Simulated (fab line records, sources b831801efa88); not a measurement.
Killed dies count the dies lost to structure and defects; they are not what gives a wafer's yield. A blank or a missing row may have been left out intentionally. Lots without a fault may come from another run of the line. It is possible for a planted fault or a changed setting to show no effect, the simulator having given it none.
A struck lot beside a sound one | flow sky130 | 15 steps out of a route of 708
Sound: wafers L879.2, L879.4, L879.6. Struck: wafer L890.4 (L890.1, L890.6, from the same lot, were not struck and are left out); the cause is given at the end.
For every step that has rows: the tool of each side, followed by ch and its chambers, followed by its first start. Under that, the readings that differ: sound wafers | struck wafers | difference of the means | sigmas: that difference in standard deviations of wafers without a fault.
alike: readings whose means differ by less than 2 such deviations, and words and numbers that are the same on both sides. not compared: withheld readings, readings that some wafer has no value for, bounds like >300 that may hide the same value, and numbers for which the record gives no deviation and whose values overlap.
The two part at a step that has a row with sigmas, a row that says differs or no value, or rows on one side only. Non-overlapping numbers with no deviation appear without sigmas and do not part them. A reading missing from all wafers of one side parts the sides only when that side holds two or more wafers.

SKY_SPACER_THK_MEAS_01:
  sound on film metro-02, day 24 23:54; struck on film metro-02, day 28 08:11
  alike: SPACER_CVD_00_THK
SKY_SPACER_ETCHBACK_02: etches Si3N4 in CH3F/O2, stops on SiO2, time 46.7 s, target depth 45 nm.
  sound on rie diel-03 ch 1,3, day 24 23:57; struck on rie diel-03 ch 0, day 28 08:15
  alike: drypump motor current A, oes product au, throttle valve pct
  not compared: rf hours counter h
then, 8 steps without rows for these wafers: SKY_POLY_CUT_DEHYDRATE_00 (time 60 s); SKY_POLY_CUT_HMDS_01 (prime time 60 s); SKY_POLY_CUT_COAT_02 (resist thk 60 nm); SKY_POLY_CUT_COAT_03 (resist thk 450 nm); SKY_POLY_CUT_SOFTBAKE_04 (time 90 s); SKY_POLY_CUT_EXPOSE_05 (exposes mask NPCM, target cd 270 nm); SKY_POLY_CUT_PEB_06; SKY_POLY_CUT_DEVELOP_07 (develop time 60 s).
SKY_POLY_CUT_CD_MEAS_08 targets a cd of 270 nm.
  sound on cd sem-02, day 26 05:19; struck on cd sem-02, day 29 12:40
  alike: cd nm
SKY_POLY_CUT_OVL_MEAS_09:
  sound on overlay-01, day 26 05:26; struck on overlay-01, day 29 12:47
  alike: POLY_CUT_OVL
SKY_POLY_CUT_ETCH_10: etches BARC in N2/H2, stops on SiO2, time 45.9 s, target depth 60 nm.
  sound on rie diel-04 ch 0,3, day 26 05:28; struck on rie diel-04 ch 2, day 29 12:50
  reading                                    | sound             | struck | difference | sigmas
  model.SiO2_of_SONOS_ONO_CVD_04.thk nm (nm) | 4.293 4.281 4.357 | 3.919  | -0.391     |
  alike: drypump motor current A, oes product au, throttle valve pct
  not compared: rf hours counter h
SKY_POLY_CUT_ETCH_11: etches Si3N4 in CF4/CH2F2/Ar, stops on poly-Si, time 42.5 s, target depth 60 nm.
  sound on rie diel-04 ch 0,3, day 26 05:30; struck on rie diel-04 ch 2, day 29 12:52
  alike: cf4 flow sccm, drypump motor current A, oes product au, throttle valve pct
  not compared: rf hours counter h
-- record jumps: 20 days separate the struck wafers' starts on either side; left off in module POLY_CUT, taken up again in module PAD_OPEN, whose first shown step is the route's number 708 --
SKY_PAD_OPEN_PROBE_99:
  the record has rows for the struck wafers here (prober-02, day 49 10:25) and none for the sound ones

## WHERE THEY PART
At SKY_PAD_OPEN_PROBE_99 and nowhere else, as far as this record goes.

WHY: what had been put in by the simulator
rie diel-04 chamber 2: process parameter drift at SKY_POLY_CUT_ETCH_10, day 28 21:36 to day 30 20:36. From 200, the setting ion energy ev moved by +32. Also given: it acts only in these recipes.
